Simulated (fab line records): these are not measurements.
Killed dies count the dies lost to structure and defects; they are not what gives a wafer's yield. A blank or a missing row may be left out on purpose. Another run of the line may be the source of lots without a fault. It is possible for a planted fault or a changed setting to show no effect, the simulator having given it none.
Problem report, 8D (eight disciplines) form, completed by code	flow sky130	the parts of the form that need people (team, actions taken, sign-off) are left out

## 1. THE ISSUE
At SKY_LI_CONTACT_ETCH_14, run_length_s averages 34.7 s over 3 wafers from 3 lots, while fault-free wafers read 74.3 s, standard deviation 0.59. Measured from the usual mean, that is -67 standard deviations.
The step: etches BARC in N2/H2, stops on SiO2, time 45.9 s, target depth 60 nm.
Seen first at day 32 02:47 on rie_diel-01, wafer L349.3. Wafers with a number at this step in the record: 30, from 11 lots. By rule, "out" or "out of limits" means more than 4 standard deviations away from the usual mean. Any other wafer with a number is counted as sound.

## 2. WHAT IT IS, AND WHAT IT ISN'T
question	is	is not
which readings at this step	run_length_s, oes_product_au	drypump_motor_current_A, n2_flow_sccm
which lots	L349, L351, L352	L342, L343, L344, L345, L359, L361, L362, L363
which wafers of those lots	L349.3, L351.1, L352.3	L349.6, L351.2, L352.2
read on which tools	rie_diel-01	rie_diel-03, rie_diel-04
when	from day 32 02:47	up to then (13 sound wafers); but 14 sound wafers of L351, L352, L359, L361, L362, L363 came after

## 3. SUSPECTS, AND WHAT RULES EACH OUT
Counting: any tool at a process step up to the reading remains a suspect provided it ran every lot that is out. Sound lots after the first of them don't rule it out here, since some wafers of a struck lot are sound.
- rie_diel-01 at SKY_LI_CONTACT_ETCH_14 (etches BARC in N2/H2, stops on SiO2, time 45.9 s, target depth 60 nm): kept. It processed each lot that is out (first: L349, day 32 02:47); up to then, its last sound lot is L345 (day 31 10:08). Its own oes_product_au, run_length_s readings are out on those wafers.
Remaining after the count: rie_diel-01 at SKY_LI_CONTACT_ETCH_14.

## 4. THE CAUSE (what the simulator had put in)
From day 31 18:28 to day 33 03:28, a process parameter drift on rie_diel-01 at SKY_LI_CONTACT_ETCH_14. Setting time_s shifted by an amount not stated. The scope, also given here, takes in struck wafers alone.
The count eliminated every tool but this one.

## 5. THE CHAIN OF EFFECTS, in route order
Each row: a reading whose mean over the struck wafers that have a number lies more than 3 standard deviations from the usual. Only readings whose record carries a usual standard deviation are examined. hours: median over the lots of the time between each lot's start at the first step of this table that gives one and its start at this step. sigmas: the change, counted in usual standard deviations.
hours	step	reading	usual	on struck wafers	change	sigmas
0	SKY_LI_CONTACT_ETCH_14	oes_product_au	0.855 a.u.	0.986	+0.131	+27
0	SKY_LI_CONTACT_ETCH_14	run_length_s	74.3 s	34.7	-39.6	-67
0	SKY_LI_CONTACT_STRIP_16	oes_product_au	0.376 a.u.	0.394	+0.018	+3.8
0	SKY_LI_CONTACT_STRIP_16	strip_time_to_endpoint_s	3.52 s	3.92	+0.40	+13
It contains these process steps:
- SKY_LI_CONTACT_ETCH_14: etches BARC in N2/H2, stops on SiO2, time 45.9 s, target depth 60 nm.
- SKY_LI_CONTACT_STRIP_16: strips in O2/N2.
Later steps that measure or inspect, where all struck wafers having a row at the step show a number for every such reading and not one has moved that far: SKY_LI_CONTACT_THK_MEAS_23.

## 6. WHAT WOULD HAVE CAUGHT IT SOONER
8 hours passed between the start of the fault at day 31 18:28 and the first reading out of limits in this record, taken at day 32 02:47.
